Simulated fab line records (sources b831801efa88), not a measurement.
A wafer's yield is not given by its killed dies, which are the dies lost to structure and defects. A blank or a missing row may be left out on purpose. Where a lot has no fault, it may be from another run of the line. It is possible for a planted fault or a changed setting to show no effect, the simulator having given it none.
Which tool did it?    flow sky130    Sampling: 14 lots, 42 wafers, 2 of 708 route steps

WHAT THE GAUGES SHOWED, per wafer
SKY_PWDE_OVL_MEAS_07.
lot   measured     on          PWDE_OVL (nm)
L111  day 4 22:21  overlay-01  0.4 -1.7 -2.2
L116  day 6 01:39  overlay-02  -0.2 3.3 1.6
L118  day 6 08:57  overlay-01  -0.9 -1.3 -2.0
L117  day 6 09:12  overlay-01  0.8 2.4 1.1
L119  day 6 21:11  overlay-01  -1.8 -0.1 1.8
L120  day 6 21:27  overlay-02  1.2 1.0 1.1
L122  day 7 06:58  overlay-02  -0.8 -0.7 1.2
L123  day 7 19:50  overlay-01  -1.6 -0.5 0.0
L124  day 7 21:35  overlay-02  -0.5 -1.2 -1.9
L125  day 8 04:57  overlay-01  -2.3 -1.8 -2.8
L127  day 8 12:05  overlay-01  -1.9 -1.8 -2.0
L128  day 8 19:20  overlay-02  -1.2 -0.2 0.1
L129  day 9 01:30  overlay-01  -2.6 -3.3 -3.5
L130  day 9 06:04  overlay-01  -0.7 -0.7 -2.8

SKY_NWELL_RS_MEAS_29: the measuring method here is four-point-probe.
lot   measured      on             NWELL_RS (ohm/sq)
L111  day 6 11:04   film metro-04  623.4 619.6 624.0
L116  day 7 16:09   film metro-04  624.6 621.0 623.8
L118  day 8 00:28   film metro-03  623.4 624.2 625.0
L117  day 8 01:07   film metro-03  626.1 626.5 626.5
L119  day 8 12:56   film metro-04  627.5 628.3 628.7
L120  day 8 14:47   film metro-03  623.8 624.7 624.1
L122  day 9 00:29   film metro-02  623.0 624.3 622.3
L123  day 9 14:22   film metro-04  623.9 625.1 626.3
L124  day 9 16:06   film metro-03  624.0 624.6 625.3
L125  day 9 22:42   film metro-03  623.2 625.0 624.8
L127  day 10 07:38  film metro-04  623.1 622.5 623.6
L128  day 10 15:11  film metro-02  622.3 620.7 622.0
L129  day 10 21:32  film metro-02  620.2 620.5 622.0
L130  day 11 02:50  film metro-03  625.4 624.9 625.7

TOOL THAT RAN EACH LOT (tool first, then ch and the chambers of the sampled wafers, then the start)
The record holds no process step before these readings.

AS READ BY THE TOOLS THEMSELVES (means over the sampled wafers that have a number; for cases with no such wafer, the mark the record gives instead)
The record holds no such reading with a usual standard deviation.

THE ANSWER, worked out from the rows above alone
Rule: the usual values come from the lots themselves. Put in order of their means at a reading, lots are off if they are a third of the lots or fewer, leave a main group of 4 or more, and stand apart from it by a gap of 3 or more times the standard deviation of the main group's means; of several such gaps the widest counts. The tables above print the reading to a certain number of digits; a main group whose means all agree to those digits is not used. Also off: a lot with no number at a reading for which 4 or more lots have one. Any other lot the step has rows for is counted as sound. The gauges are gone through in route order, then the tools' own readings, and for those a lot's mean is taken as printed above. At the first step where some lot is off, the reading lying furthest off is the one used; lots without a number count as furthest.
Across all readings shown, no lot is off: no conclusion can be drawn from this.

WHAT THE SIMULATOR HAD INSERTED
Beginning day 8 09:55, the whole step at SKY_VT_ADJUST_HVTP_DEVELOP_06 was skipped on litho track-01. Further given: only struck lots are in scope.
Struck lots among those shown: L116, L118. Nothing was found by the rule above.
